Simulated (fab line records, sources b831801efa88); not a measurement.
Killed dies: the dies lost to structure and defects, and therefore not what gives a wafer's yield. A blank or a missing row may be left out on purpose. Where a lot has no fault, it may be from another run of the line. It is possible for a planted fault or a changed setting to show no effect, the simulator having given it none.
fab line records    flow sky130
record: lots: 6  wafers: 18  lastDay: 49
route steps=708 shown FIELD_ISO@13 PAD_OPEN@708
lots with no fault: from the same line, run without faults
startH: hours from the record's opening day to when the first of the lot's shown wafers began    waitH: time in hours since the lot's previous step    " unchanged from the row above    L1.1+2: one row covering several wafers at once    - value missing, or start not given    * or withheld: withheld    < > ~ a bound
route shown NAME@n: NAME is a module with steps in the file, n the number in the route of the first one    usual: mean/standard deviation taken from wafers without a fault    same: alike in all rows    chamber/n: place in a boat    sites: per-site readings    _std_site: the values' standard deviation    _edge_site: inner sites' mean taken away from outer sites' mean    radiusMm: how far each site lies from the wafer's centre    mask NAME#n: copy n    behind: tool/chamber where the wafer was last shaped    hold: why the lot was held/for how many hours/how that ended    device: whichever transistor did not switch (one of n, p or np)    end of line: at the end of the route, the tests of the same wafers    where a step has no rows: the recipe by itself    killed: not the wafer's yield, but the dies lost to structure and defects at the first sort    map: shows each die of a wafer: x if killed, . if not, _ if none is there
set.NAME: the setting that was run; set.NAME@STEP: the one run at that earlier step    model.NAME: the simulator's own value behind a step, which no gauge read
lots at some steps of the route; a table a step, a row a wafer
services: a tool's chamber out of use, with start hour (startH, from the record's first day; less than 0 if before it), hours out, and reason
== steps ==
step: SKY_FIELD_ISO_DEVELOP_12
recipe: developTimeS: 60  resist: KrF-thick  devTempC: 21
step: SKY_FIELD_ISO_CD_MEAS_13
recipe: targetCdNm: 150
usual: cdNm: 150.0/1.8
lot.wafer  tool      chamber  startH  waitH  cdNm
L867.2     cdSem-01  -        32.48   -      150.9
L867.4     "         -        "       "      150.4
L867.6     "         -        "       "      151.6
L868.3     cdSem-02  -        32.85   -      150.6
L868.4     "         -        "       "      149.0
L868.5     "         -        "       "      148.6
L878.4     cdSem-01  -        85.62   -      148.2
L878.5     "         -        "       "      148.7
L878.6     "         -        "       "      148.8
L880.1     cdSem-02  -        99.07   -      150.8
L880.4     "         -        "       "      151.0
L880.6     "         -        "       "      151.8
L885.2     cdSem-01  -        124.27  -      146.7
L885.4     "         -        "       "      147.0
L885.6     "         -        "       "      148.1
L887.3     cdSem-02  -        132.90  -      149.9
L887.4     "         -        "       "      151.5
L887.6     "         -        "       "      150.4
step: SKY_FIELD_ISO_ETCH_14
recipe: chemistry: N2/H2  target: BARC  ionEnergyEv: 200  sourceW: 500  biasW: 100  pressureMtorr: 30  n2FlowSccm: 100  h2FlowSccm: 200  stopOn: SiO2  timeS: 45.9  targetDepthA: 600
usual: chamberPressureMTorr: 30.000/0.026  drypumpMotorCurrentA: 5.6/0.48  oesProductAu: 0.856/0.0046  throttleValvePct: 13.225/0.0089
lot.wafer  tool        chamber  startH  waitH  chamberPressureMTorr  drypumpMotorCurrentA  oesProductAu  rfHoursCounterH  throttleValvePct
L867.2     rieDiel-03  1        32.58   0.1    30.020                6.0                   0.852         64               13.228
L867.4     "           0        "       "      30.042                5.4                   0.854         3                13.214
L867.6     "           0        "       "      29.975                5.4                   0.851         -                13.227
L868.3     rieDiel-04  2        32.93   0.1    30.019                5.7                   0.857         101              13.224
L868.4     "           0        "       "      29.989                5.9                   0.851         82               13.224
L868.5     "           2        "       "      30.072                5.7                   0.853         -                13.219
L878.4     rieDiel-03  2        85.68   0.0    29.996                5.7                   0.849         54               13.229
L878.5     "           2        "       "      29.978                5.7                   0.857         -                13.217
L878.6     "           3        "       "      30.002                5.5                   0.856         -                13.239
L880.1     rieDiel-02  3        99.19   0.1    30.033                4.9                   0.860         3                13.218
L880.4     "           1        "       "      30.046                6.4                   0.856         -                13.219
L880.6     "           3        "       "      30.009                4.8                   0.853         -                13.246
L885.2     rieDiel-04  2        124.37  0.1    29.993                5.7                   0.856         103              13.236
L885.4     "           2        "       "      29.981                5.8                   0.856         -                13.224
L885.6     "           3        "       "      30.005                5.3                   0.859         -                13.218
L887.3     rieDiel-04  2        132.98  0.1    29.961                5.7                   0.846         103              13.221
L887.4     "           1        "       "      29.998                5.6                   0.858         57               13.225
L887.6     "           2        "       "      29.983                5.7                   0.854         -                13.237
step: SKY_FIELD_ISO_ETCH_15
recipe: chemistry: CHF3/O2  targetDepthNm: 180  stopOn: Si  sourceW: 600  biasW: 200  pressureMtorr: 40  chf3FlowSccm: 50  O2_flow_sccm: 5  timeS: 72
usual: chamberPressureMTorr: 40.00/0.036  drypumpMotorCurrentA: 5.6/0.49  oesProductAu: 0.947/0.0078  throttleValvePct: 8.844/0.0093
lot.wafer  tool        chamber  startH  waitH  chamberPressureMTorr  drypumpMotorCurrentA  oesProductAu  rfHoursCounterH  throttleValvePct
L867.2     rieDiel-03  1        32.63   0.0    40.05                 6.0                   0.946         64               8.854
L867.4     "           0        "       "      40.01                 5.4                   0.951         3                8.843
L867.6     "           0        "       "      39.99                 5.4                   0.949         -                8.843
L868.3     rieDiel-04  2        32.98   0.0    39.99                 5.7                   0.939         101              8.833
L868.4     "           0        "       "      39.96                 5.9                   0.935         82               8.826
L868.5     "           2        "       "      39.99                 5.7                   0.943         -                8.846
L878.4     rieDiel-03  2        85.73   0.0    40.00                 5.7                   0.945         54               8.851
L878.5     "           2        "       "      40.05                 5.7                   0.952         -                8.833
L878.6     "           3        "       "      39.98                 5.5                   0.953         -                8.840
L880.1     rieDiel-02  3        99.26   0.0    40.04                 4.8                   0.939         3                8.849
L880.4     "           1        "       "      39.95                 6.4                   0.943         -                8.825
L880.6     "           3        "       "      39.99                 4.8                   0.931         -                8.859
L885.2     rieDiel-04  2        124.41  0.0    39.98                 5.7                   0.947         103              8.846
L885.4     "           2        "       "      40.05                 5.7                   0.954         -                8.854
L885.6     "           3        "       "      39.98                 5.3                   0.939         -                8.846
L887.3     rieDiel-04  2        133.03  0.0    39.99                 5.7                   0.957         103              8.839
L887.4     "           1        "       "      39.96                 5.6                   0.959         57               8.849
L887.6     "           2        "       "      39.99                 5.7                   0.957         -                8.856
step: SKY_FIELD_ISO_STRIP_16
recipe: chemistry: O2/N2  powerW: 1400  pressureMtorr: 1500  platenTempC: withheld  o2FlowSccm: 3000  n2FlowSccm: 300  overashFraction: 0.5
usual: chamberPressureMTorr: 1500.0/1.4  drypumpMotorCurrentA: 5.81/0.22  oesProductAu: 0.377/0.0048  stripTimeToEndpointS: 3.55/0.035
lot.wafer  tool            chamber  startH  waitH  chamberPressureMTorr  drypumpMotorCurrentA  oesProductAu  rfHoursCounterH  stripTimeToEndpointS
L867.2     plasmaAsher-01  1        32.68   0.0    1499.3                5.75                  0.381         34               3.60
L867.4     "               0        "       "      1498.6                5.65                  0.376         -                3.57
L867.6     "               0        "       "      1499.1                5.63                  0.377         -                3.57
L868.3     plasmaAsher-04  1        33.07   0.1    1499.1                5.92                  0.378         -                3.58
L868.4     "               0        "       "      1503.4                5.92                  0.383         -                3.63
L868.5     "               0        "       "      1504.2                5.95                  0.379         -                3.57
L878.4     plasmaAsher-03  0        85.82   0.1    1498.9                5.64                  0.381         -                3.51
L878.5     "               1        "       "      1498.7                6.27                  0.380         -                3.50
L878.6     "               0        "       "      1500.1                5.60                  0.376         -                3.51
L880.1     plasmaAsher-04  1        99.34   0.1    1499.3                5.93                  0.385         38               3.51
L880.4     "               0        "       "      1498.5                5.93                  0.383         -                3.56
L880.6     "               1        "       "      1500.5                5.93                  0.368         -                3.50
L885.2     plasmaAsher-01  1        124.47  0.0    1499.8                5.75                  0.370         44               3.53
L885.4     "               0        "       "      1499.5                5.64                  0.368         -                3.55
L885.6     "               0        "       "      1500.8                5.64                  0.375         -                3.52
L887.3     plasmaAsher-03  1        133.12  0.1    1499.5                6.25                  0.374         -                3.55
L887.4     "               0        "       "      1500.9                5.62                  0.376         -                3.51
L887.6     "               1        "       "      1500.9                6.26                  0.369         -                3.53
step: SKY_FIELD_ISO_ETCH_17
recipe: targetDepthA: 3420  maskMaterial: Si3N4  chemistry: HBr/Cl2/O2  target: Si  taperDeg: 5  icpW: 600  biasW: 150  pressureMtorr: 15  HBr_flow_sccm: 150  Cl2_flow_sccm: 40  O2_flow_sccm: 6  timeS: 97.7
usual: chamberPressureMTorr: 15.000/0.014  drypumpMotorCurrentA: 5.8/0.54  mfcCl2Sccm: 39.99/0.12  oesProductAu: 0.994/0.0099  throttleValvePct: 25.660/0.011
lot.wafer  tool      chamber  startH  waitH  chamberPressureMTorr  drypumpMotorCurrentA  mfcCl2Sccm  oesProductAu  rfHoursCounterH  throttleValvePct
L867.2     rieSi-02  0        32.78   0.1    14.981                5.5                   40.04       0.992         66               25.673
L867.4     "         1        "       "      15.029                6.5                   39.92       0.982         62               25.662
L867.6     "         2        "       "      15.037                4.8                   39.92       0.994         -                25.664
L868.3     rieSi-01  3        33.13   0.0    14.990                6.4                   40.02       1.013         51               25.661
L868.4     "         2        "       "      15.030                5.6                   40.25       0.994         69               25.665
L868.5     "         0        "       "      14.974                5.5                   40.12       0.992         -                25.649
L878.4     rieSi-02  3        85.92   0.1    15.008                6.0                   40.13       0.987         -                25.673
L878.5     "         1        "       "      15.006                6.4                   40.24       0.992         -                25.664
L878.6     "         2        "       "      15.002                4.8                   40.02       0.992         -                25.640
L880.1     rieSi-02  1        99.44   0.1    14.991                6.4                   39.96       0.994         63               25.654
L880.4     "         3        "       "      14.999                6.0                   40.10       0.979         70               25.662
L880.6     "         1        "       "      15.005                6.4                   39.93       0.992         -                25.670
L885.2     rieSi-02  0        124.57  0.1    15.022                5.5                   40.13       0.986         66               25.666
L885.4     "         1        "       "      14.992                6.5                   39.83       0.985         63               25.676
L885.6     "         3        "       "      14.994                6.0                   39.98       0.988         -                25.653
L887.3     rieSi-01  3        133.18  0.0    14.996                6.5                   40.21       1.007         52               25.659
L887.4     "         0        "       "      14.988                5.5                   40.10       0.983         -                25.670
L887.6     "         3        "       "      14.981                6.5                   39.95       1.009         -                25.662
step: SKY_FIELD_ISO_WET_ETCH_18
recipe: chemistry: H3PO4  targetDepthNm: 25  tempC: 160  target: Si3N4  timeS: 286
step: SKY_FIELD_ISO_CLEAN_19
recipe: chemistry: SC1/SC2  mix: 1:4:20  tempC: 70  timeS: 150
step: SKY_FIELD_ISO_CLEAN_20
recipe: chemistry: dHF  timeS: 20  dilution: 100:1
step: SKY_FIELD_ISO_WET_ETCH_21
recipe: chemistry: dHF  dilution: 100:1  targetDepthNm: 20  dry: ipaMarangoni  target: SiO2  tempC: 25  timeS: 400
step: SKY_FIELD_ISO_OXIDATION_22
recipe: tempC: 950  ambient: O2  stabiliseS: 600  purgeS: 300  targetThkA: 100  oxTimeS: 623
step: SKY_FIELD_ISO_THK_MEAS_23
recipe: reads: SiO2_of_FIELD_ISO_OXIDATION_22
usual: FIELD_ISO_OXIDATION_01_THK: 9.97/0.15
lot.wafer  tool          chamber  startH  waitH  FIELD_ISO_OXIDATION_01_THK[nm]
L867.2     filmMetro-04  -        35.22   0.0    10.06
L867.4     "             -        "       "      10.01
L867.6     "             -        "       "      9.99
L868.3     filmMetro-02  -        35.23   0.0    9.98
L868.4     "             -        "       "      9.98
L868.5     "             -        "       "      10.02
L878.4     filmMetro-03  -        90.57   0.0    9.73
L878.5     "             -        "       "      9.96
L878.6     "             -        "       "      9.89
L880.1     filmMetro-02  -        101.99  0.0    9.71
L880.4     "             -        "       "      9.96
L880.6     "             -        "       "      9.88
L885.2     filmMetro-04  -        126.12  0.0    10.03
L885.4     "             -        "       "      10.07
L885.6     "             -        "       "      10.13
L887.3     filmMetro-03  -        134.77  0.0    10.03
L887.4     "             -        "       "      10.19
L887.6     "             -        "       "      9.75
step: SKY_FIELD_ISO_CVD_24
recipe: material: SiO2  targetThkNm: 595  tempC: 650  sigmaOpenFrac: 0.3  timeS: 99.2  sih4FlowSccm: 60  pressureMtorr: 6
usual: pressureMtorr: 6.002/0.012
lot.wafer  tool       chamber  startH  waitH  pressureMtorr
L867.2     hdpcvd-01  2        35.27   0.0    6.011
L867.4     "          1        "       "      6.017
L867.6     "          0        "       "      6.006
L868.3     hdpcvd-02  2        35.27   0.0    6.000
L868.4     "          2        "       "      6.010
L868.5     "          1        "       "      6.013
L878.4     hdpcvd-02  2        90.64   0.1    4.807
L878.5     "          0        "       "      4.792
L878.6     "          1        "       "      4.792
L880.1     hdpcvd-02  2        102.05  0.1    4.794
L880.4     "          0        "       "      4.793
L880.6     "          2        "       "      4.808
L885.2     hdpcvd-01  2        126.17  0.0    6.008
L885.4     "          0        "       "      6.009
L885.6     "          1        "       "      6.011
L887.3     hdpcvd-01  2        134.81  0.0    6.018
L887.4     "          0        "       "      6.033
L887.6     "          2        "       "      6.007
step: SKY_FIELD_ISO_THK_MEAS_25
recipe: reads: SiO2_of_FIELD_ISO_CVD_24
usual: FIELD_ISO_CVD_24_THK: 594/6.1
lot.wafer  tool          chamber  startH  waitH  FIELD_ISO_CVD_24_THK[nm]
L867.2     filmMetro-03  -        35.35   0.0    580
L867.4     "             -        "       "      595
L867.6     "             -        "       "      592
L868.3     filmMetro-04  -        35.36   0.1    593
L868.4     "             -        "       "      590
L868.5     "             -        "       "      589
L878.4     filmMetro-02  -        90.70   0.0    597
L878.5     "             -        "       "      584
L878.6     "             -        "       "      593
L880.1     filmMetro-03  -        102.12  0.0    587
L880.4     "             -        "       "      588
L880.6     "             -        "       "      593
L885.2     filmMetro-03  -        126.25  0.0    591
L885.4     "             -        "       "      596
L885.6     "             -        "       "      603
L887.3     filmMetro-02  -        134.90  0.1    585
L887.4     "             -        "       "      595
L887.6     "             -        "       "      586
step: SKY_PAD_OPEN_PROBE_99
usual: killed_at_M0_to_M3: 43/7.7  killed_at_M4_up: 2.9/1.9  killedAtContacts: 24/5.9  killedAtFrontEnd: 16/5.1  killedAtOther: 0.3/0.63  killedDies: 86/10  killedOpen: 47/7.6  killedShort: 39/6.8
same: grossDies: 492  killedAtBackSide: 0
lot.wafer  tool       chamber  startH   waitH  killed_at_M0_to_M3  killed_at_M4_up  killedAtContacts  killedAtFrontEnd  killedAtOther  killedDies  killedOpen  killedShort
L867.2     prober-02  -        1073.25  0.1    33                  0                35                8                 0              76          43          33
L867.4     prober-02  -        1073.35  0.2    39                  4                21                23                0              87          48          37
L867.6     prober-02  -        1073.45  0.2    41                  0                16                14                0              71          40          31
L878.4     prober-02  -        1142.18  0.2    47                  3                25                8                 1              84          51          33
L878.5     prober-02  -        1142.23  0.2    47                  2                27                16                1              93          58          35
L878.6     prober-02  -        1142.28  0.2    50                  3                29                11                0              93          59          34
L887.3     prober-01  -        1184.01  0.2    42                  4                25                21                1              93          50          43
L887.4     prober-01  -        1184.06  0.2    56                  4                18                20                0              98          46          52
L887.6     prober-01  -        1184.16  0.2    48                  4                19                17                0              88          42          46
killed by level:class
L867.2 LI_CONTACT:geometricParticle:open=15 VIA1:geometricParticle:open=8 CONTACT:geometricParticle:short=7 CONTACT:geometricParticle:open=7 METAL2:geometricParticle:short=7 VIA1:geometricParticle:short=6 VIA2:geometricParticle:open=5 LOCAL_INTERCONNECT:geometricParticle:short=4
L867.4 VIA3:geometricParticle:open=8 LI_CONTACT:geometricParticle:open=7 VIA1:geometricParticle:open=7 FIELD_ISO:geometricParticle:short=6 LOCAL_INTERCONNECT:geometricParticle:short=6 VIA2:geometricParticle:open=6 CONTACT:geometricParticle:open=5 METAL1:geometricParticle:short=5
L867.6 VIA1:geometricParticle:open=11 METAL1:geometricParticle:short=8 VIA3:geometricParticle:open=6 LI_CONTACT:geometricParticle:open=5 CONTACT:geometricParticle:open=5 FIELD_ISO:geometricParticle:open=4 LI_CONTACT:geometricParticle:short=4 METAL2:geometricParticle:short=4
L878.4 VIA1:geometricParticle:open=17 CONTACT:geometricParticle:open=10 METAL2:geometricParticle:short=9 LI_CONTACT:geometricParticle:open=6 VIA3:geometricParticle:open=6 LI_CONTACT:geometricParticle:short=5 METAL1:geometricParticle:short=4 CONTACT:geometricParticle:short=4
L878.5 VIA1:geometricParticle:open=16 CONTACT:geometricParticle:open=11 VIA2:geometricParticle:open=8 METAL1:geometricParticle:short=7 FIELD_ISO:geometricParticle:open=6 POLY_GATE:geometricParticle:open=6 CONTACT:geometricParticle:short=6 LI_CONTACT:geometricParticle:open=5
L878.6 VIA1:geometricParticle:open=15 CONTACT:geometricParticle:open=13 VIA2:geometricParticle:open=10 VIA1:geometricParticle:short=7 POLY_GATE:geometricParticle:open=6 LI_CONTACT:geometricParticle:open=5 VIA3:geometricParticle:short=5 CONTACT:geometricParticle:short=5
L887.3 VIA2:geometricParticle:open=9 VIA1:geometricParticle:open=8 LI_CONTACT:geometricParticle:open=7 CONTACT:geometricParticle:open=7 POLY_GATE:geometricParticle:short=6 LOCAL_INTERCONNECT:geometricParticle:short=6 METAL1:geometricParticle:short=6 METAL2:geometricParticle:short=5
L887.4 VIA1:geometricParticle:open=19 VIA1:geometricParticle:short=10 POLY_GATE:geometricParticle:short=6 LOCAL_INTERCONNECT:geometricParticle:short=6 CONTACT:geometricParticle:open=6 METAL1:geometricParticle:short=6 VIA3:geometricParticle:open=6 METAL2:geometricParticle:short=6
L887.6 VIA1:geometricParticle:open=10 METAL2:geometricParticle:short=9 VIA2:geometricParticle:open=7 LOCAL_INTERCONNECT:geometricParticle:short=5 VIA1:geometricParticle:short=5 VIA3:geometricParticle:open=5 FIELD_ISO:geometricParticle:short=4 METAL1:geometricParticle:short=4
== services ==
tool            chamber  startH  hours  kind
rieDiel-03      0        19.62   10.6   repair
hdpcvd-01       -        33.73   0.8    repair
rieSi-01        -        53.06   2.8    pm
hdpcvd-02       -        66.75   15.0   pm
hdpcvd-02       0        66.75   15.0   ventCycle
hdpcvd-02       1        66.75   15.0   ventCycle
hdpcvd-02       2        66.75   15.0   ventCycle
plasmaAsher-04  -        67.13   30.5   repair
rieDiel-02      2        75.84   26.5   repair
hdpcvd-02       0        81.75   -      clean
hdpcvd-02       1        81.75   -      clean
hdpcvd-02       2        81.75   -      clean
rieSi-02        0        84.28   4.0    repair
rieDiel-02      1        85.87   7.2    repair
rieDiel-03      2        91.33   8.7    repair
rieDiel-02      0        94.74   20.7   repair
plasmaAsher-04  -        108.75  9.0    pm
plasmaAsher-04  0        108.75  9.0    ventCycle
plasmaAsher-04  1        108.75  9.0    ventCycle
rieDiel-04      1        111.76  5.5    repair
rieDiel-02      1        115.43  -      clean
rieDiel-02      1        115.43  19.4   scheduledDown
rieDiel-04      1        120.99  7.2    repair
rieSi-01        1        131.73  6.1    repair
== key ==
firstSign: step: SKY_FIELD_ISO_CVD_24  reading: pressureMtorr  direction: down  sigmas: 99+  usual: 6.002  struck: 4.798
effect none on later readings
metAt SKY_FIELD_ISO_CVD_24
struckWafers L878.4,L878.5,L878.6,L880.1,L880.4,L880.6
testerLeftOut L878,L880
onsetBetween 35.27 90.64
fault: kind: processParameterDrift  tool: hdpcvd-02  chamber: -  onsetH: 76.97  steps: SKY_FIELD_ISO_CVD_24  channel: pressureMtorr  offset: -1.2  shape: step  endH: 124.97  actsIn: theseRecipesOnly  stated: 6
testerLeftOut: of these lots the tester's yield and bins aren't shown, on N5 and GAA mostly nor the transistor test; their killed dies are dies lost to structure and defects alone, not to doping, threshold or leakage, so they don't give the yield
